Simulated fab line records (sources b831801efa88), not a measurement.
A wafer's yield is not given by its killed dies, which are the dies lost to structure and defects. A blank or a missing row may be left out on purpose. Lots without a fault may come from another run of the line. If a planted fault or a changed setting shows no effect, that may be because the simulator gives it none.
8D (eight disciplines) problem report, filled in by code ; flow gf180mcu ; the parts of the form that need people (team, actions taken, sign-off) are left out

## 1. THE PROBLEM
Mean POLY_GATE_CVD_00_THK at GF_POLY_GATE_THK_MEAS_01: 112.1 nm over 9 wafers in 3 lots; fault-free wafers: 200.1 nm, standard deviation 2.2. That puts it -40 standard deviations away from the usual mean.
First observed at day 9 01:29: wafer L766.1, on film metro-02. The record has a number at this step for 39 wafers belonging to 13 lots. The rule behind "out" and "out of limits": a value lying over 4 standard deviations away from the usual mean. The other wafers with a number count as sound.

## 2. WHAT IT IS; WHAT IT IS NOT
question;is;is not
which readings at this step;POLY_GATE_CVD_00_THK;-
which lots;L766, L769, L770;L764, L765, L767, L777, L780, L783, L784, L785, L786, L787
which wafers of those lots;all that have a number;-
read on which gauges;film metro-02;film metro-03, film metro-04
when;from day 9 01:29;"up to then (6 sound wafers); but 24 sound wafers of L767, L777, L780, L783, L784, L785, L786, L787 came after"

## 3. SUSPECTS, AND WHAT RULES EACH OUT
Counting: any tool at a process step up to the reading is kept as a suspect provided that every lot that is out went through it and no sound lot did after the first of them.
- ruled out: the gauge at GF_POLY_GATE_THK_MEAS_01. All the wafers that are out were read on film metro-02, but those of them that GF_POLY_GATE_ETCH_13 has rows for are out there too, on other tools.
- lpcvd-01 at GF_POLY_GATE_CVD_00 (deposits poly-Si, target thk 200 nm, time 1200 s): ruled out as a lasting fault. Following L766 (day 8 23:29), the first lot on it that is out, the sound lots L780, L783 were run on it.
Left after counting: nothing in the record.

## 4. THE CAUSE (what the simulator had put in)
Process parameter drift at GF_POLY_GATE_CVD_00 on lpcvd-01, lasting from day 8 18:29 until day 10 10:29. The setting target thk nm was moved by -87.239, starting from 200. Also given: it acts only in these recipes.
Counting ruled it out, wrongly: the rule takes a fault to strike every lot that its tool runs from its start on, and this one did not.

## 5. THE CHAIN OF EFFECTS, in route order
One row per reading whose mean, taken over the struck wafers that have a number, lies over 3 standard deviations from the usual. Readings are gone through only where the record gives a usual standard deviation; hours: the median, over the lots, of the time from a lot's start at the first step in this table giving one to that lot's start at this step; sigmas: the change measured in usual standard deviations.
hours;step;reading;usual;on struck wafers;change;sigmas
0;GF_POLY_GATE_THK_MEAS_01;POLY_GATE_CVD_00_THK;200.1 nm;112.1;-88.0;-40
18;GF_POLY_GATE_ETCH_13;oes product au;0.989 a.u.;0.683;-0.306;-46
Its process steps:
- GF_POLY_GATE_ETCH_13: etches poly-Si in HBr/Cl2, stops on SiO2, target depth 198.5 nm, time 69.6 s.

## 6. WHAT WOULD HAVE CAUGHT IT SOONER
In this record the first reading out of limits at a measuring or inspecting step was taken at day 9 01:29, 7 hours after the fault began at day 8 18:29.
No tool reading at GF_POLY_GATE_CVD_00 that has a usual standard deviation in the record was out on any struck wafer, so an alarm limit of 4 standard deviations on those readings would not have fired.
